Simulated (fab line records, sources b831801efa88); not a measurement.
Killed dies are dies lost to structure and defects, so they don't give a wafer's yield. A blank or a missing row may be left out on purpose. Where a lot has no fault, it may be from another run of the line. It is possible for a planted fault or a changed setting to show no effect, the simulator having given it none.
8D (eight disciplines) problem report, filled in by code || flow sky130 || the parts of the form that need people (team, actions taken, sign-off) are left out

## 1. PROBLEM STATEMENT
Wafers without a fault read 16, standard deviation 4.2; killed-at-front-end at SKY_PAD_OPEN_PROBE_99 reads a mean of 70 on 6 wafers belonging to 2 lots. That is +13 standard deviations from the usual mean.
First observed at day 48 16:58: wafer L400.1, on prober-01. Wafers with a number at this step in the record: 9, from 3 lots. The rule behind "out" and "out of limits": a value lying over 4 standard deviations away from the usual mean. All remaining wafers that have a number are taken as sound.

## 2. WHAT IT IS AND WHAT IT IS NOT
{"question": "which readings at this step", "is": "killed-at-front-end", "is not": "killed_at_M4_up, killed-short"}
{"question": "which lots", "is": "L400, L405", "is not": "L396"}
{"question": "which wafers of those lots", "is": "all that have a number", "is not": "-"}
{"question": "read on which tools", "is": "prober-01, prober-02", "is not": "-"}
{"question": "when", "is": "from day 48 16:58", "is not": "up to then (3 sound wafers)"}

## 3. WHAT RULES OUT EACH SUSPECT
Counting: a tool stays on the suspect list if, at a process step up to the reading, it processed all lots that are out and no sound lot following the first of them.
- plasma-asher-03 at SKY_VT_ADJUST_HVTP_STRIP_10 (strips in O2/N2): kept. It processed each lot that is out, first L400 at day 9 06:20, and no sound lot thereafter; up to then, the last sound lot it processed was L396 at day 8 07:48.
After counting, what remains is plasma-asher-03 at SKY_VT_ADJUST_HVTP_STRIP_10.

## 4. THE CAUSE (what the simulator had put in)
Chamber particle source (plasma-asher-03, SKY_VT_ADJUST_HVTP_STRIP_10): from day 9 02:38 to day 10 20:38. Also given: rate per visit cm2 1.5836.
Counting left only this tool.

## 5. THE CHAIN OF EFFECTS, in route order
Each row: a reading where the mean over the struck wafers with a number is more than 3 standard deviations away from the usual. Only readings for which the record gives a usual standard deviation are gone through. hours: the time from each lot's start at the first step in this table that gives one to its start at this step, as a median over the lots. sigmas: the change in usual standard deviations.
{"hours": 0, "step": "SKY_PAD_OPEN_PROBE_99", "reading": "killed-at-front-end", "usual": 16, "on struck wafers": 70, "change": "+54", "sigmas": "+13"}
{"hours": 0, "step": "SKY_PAD_OPEN_PROBE_99", "reading": "killed-dies", "usual": 86, "on struck wafers": 128, "change": "+42", "sigmas": "+5.0"}
The process steps in it:
- SKY_PAD_OPEN_PROBE_99

## 6. WHAT WOULD HAVE CAUGHT IT SOONER
950 hours passed between the start of the fault at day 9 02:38 and the first reading out of limits in this record, taken at day 48 16:58.
Tool readings at SKY_VT_ADJUST_HVTP_STRIP_10 with a usual standard deviation given in the record: none out on any struck wafer, hence no alarm at a limit of 4 standard deviations on them.
By day 48 16:58 the whole set of lots that are out, 2 in number, had already begun SKY_VT_ADJUST_HVTP_STRIP_10 on plasma-asher-03. Tool hold at that time: it would have spared none of them.
